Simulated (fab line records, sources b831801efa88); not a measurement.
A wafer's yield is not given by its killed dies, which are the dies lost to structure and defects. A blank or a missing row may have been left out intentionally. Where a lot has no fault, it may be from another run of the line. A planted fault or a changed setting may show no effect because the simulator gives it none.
Comparing a struck lot with a sound one | flow sky130 | 16 steps out of a route of 708
Sound: the wafers L220.2, L220.3, L220.6. Wafers L215.1, L215.3, L215.6 were the ones struck. The cause comes at the end.
Order at every step that has rows: each side's tool, ch and its chambers, its first start. Under that, the readings that differ: sound wafers | struck wafers | difference of the means | sigmas: that difference in standard deviations of wafers without a fault.
alike: same words and numbers on both sides, and readings whose means sit less than 2 such deviations apart. not compared: any withheld reading, any reading some wafer has no value for, any bound like >300 that may hide the same value, and any number with overlapping values for which the record gives no deviation.
Wherever a step has rows on one side only, a row that says differs or no value, or a row with sigmas, the two part there. Numbers that have no deviation but don't overlap get no sigmas and don't part them. Lack of a reading on every wafer of one side parts them only where that side has two or more wafers.

first, 2 steps without rows for these wafers: SKY_METAL3_PEB_11; SKY_METAL3_DEVELOP_12 (develop time 60 s).
SKY_METAL3_CD_MEAS_13: target cd 300 nm.
  sound on cd-sem-01, day 44 03:03; struck on cd-sem-01, day 42 15:58
  reading    | sound             | struck            | difference | sigmas
  cd-nm (nm) | 299.3 297.5 297.2 | 301.4 300.5 301.2 | +3.0       | +2
SKY_METAL3_OVL_MEAS_14:
  sound on overlay-01, day 44 03:10; struck on overlay-01, day 42 16:05
  alike: METAL3_OVL
SKY_METAL3_DESCUM_15: chemistry O2, time 8 s.
  sound on rie-metal-04 ch 0,1, day 44 03:11; struck on rie-metal-01 ch 0,1, day 42 16:07
  alike: drypump-motor-current-A, oes-product-au
  not compared: rf-hours-counter-h
SKY_METAL3_ETCH_16: etches BARC in N2/H2, stops on SiO2, time 88.2 s, target depth 60 nm.
  sound on rie-metal-04 ch 0,1, day 44 03:13; struck on rie-metal-01 ch 0,1, day 42 16:08
  alike: drypump-motor-current-A, n2-flow-sccm, oes-product-au, throttle-valve-pct
  not compared: rf-hours-counter-h
SKY_METAL3_ETCH_17: etches SiO2 in C4F8/O2/Ar, stops on TiN, time 3.9 s, target depth 15 nm.
  sound on rie-diel-01 ch 0,3, day 44 03:19; struck on rie-diel-01 ch 0,1,3, day 42 16:14
  alike: oes-product-au
  not compared: rf-hours-counter-h
SKY_METAL3_METAL_ETCH_18: etches the open film in Cl2/BCl3, stops on SiO2, target depth 845 nm, time 183.1 s.
  sound on rie-metal-03 ch 0,1, day 44 03:20; struck on rie-metal-03 ch 0,1, day 42 16:16
  alike: drypump-motor-current-A, oes-product-au, throttle-valve-pct
  not compared: rf-hours-counter-h
SKY_METAL3_STRIP_19: strips in O2/N2.
  sound on plasma-asher-04 ch 0, day 44 03:34; struck on plasma-asher-02 ch 0,1, day 42 16:30
  alike: drypump-motor-current-A, n2-flow-sccm, oes-product-au, strip-time-to-endpoint-s
  not compared: rf-hours-counter-h
then, 3 steps without rows for these wafers: SKY_METAL3_STRIP_20 (strips in post etch residue remover, time 1200 s); SKY_METAL3_CLEAN_21 (cleans in IPA, time 180 s); SKY_METAL3_CLEAN_22 (cleans in O3/DIW).
SKY_VIA3_HDPCVD_00: deposits SiO2, target thk 1635 nm, time 272.5 s.
  sound on hdpcvd-02 ch 1,2, day 44 04:10; struck on hdpcvd-01 ch 1,2, day 42 17:05
  reading                                  | sound             | struck            | difference | sigmas
  run-length-s (s)                         | 300.4 300.1 300.3 | 287.2 288.2 287.1 | -12.8      | -23
  model.SiO2_of_VIA3_HDPCVD_00.thk-nm (nm) | 1642 1617 1618    | 1527 1536 1560    | -85        |
SKY_VIA3_THK_MEAS_01:
  sound on film-metro-01, day 44 04:21; struck on film-metro-03, day 42 17:16
  reading              | sound          | struck         | difference | sigmas
  VIA3_HDPCVD_THK (nm) | 1642 1617 1618 | 1527 1535 1561 | -85        | -6
then, 1 step without rows for these wafers: SKY_VIA3_CMP_02 (polishes SiO2).
-- the record jumps here: 6 days lie between the struck wafers' starts before and after (it left off in module VIA3 and takes up again in module PAD_OPEN, whose first step shown is number 708 of the route) --
SKY_PAD_OPEN_PROBE_99:
  sound on prober-01, day 50 06:16; struck on prober-02, day 49 04:33
  reading                  | sound          | struck         | difference | sigmas
  defect-limited-yield (%) | 89.2 84.6 84.3 | 80.3 83.7 81.5 | -4.2       | -2
  killed-dies              | 53 76 77       | 97 80 91       | +21        | +2
  sort-n-pass              | 439 416 415    | 395 412 401    | -21        | -2
  sort-yield-pct (%)       | 89.2 84.6 84.3 | 80.3 83.7 81.5 | -4.2       | -2
  alike: killed_at_M0_to_M3, killed_at_M4_up, killed-at-contacts, killed-at-front-end, killed-at-other, killed-open, killed-short, sort_bin_3_pad_short, sort_bin_5_function, sort_bin_6_memory

## WHERE THEY PART
At SKY_METAL3_CD_MEAS_13 first; at SKY_PAD_OPEN_PROBE_99 last (within this record only).

WHY: the cause the simulator had injected
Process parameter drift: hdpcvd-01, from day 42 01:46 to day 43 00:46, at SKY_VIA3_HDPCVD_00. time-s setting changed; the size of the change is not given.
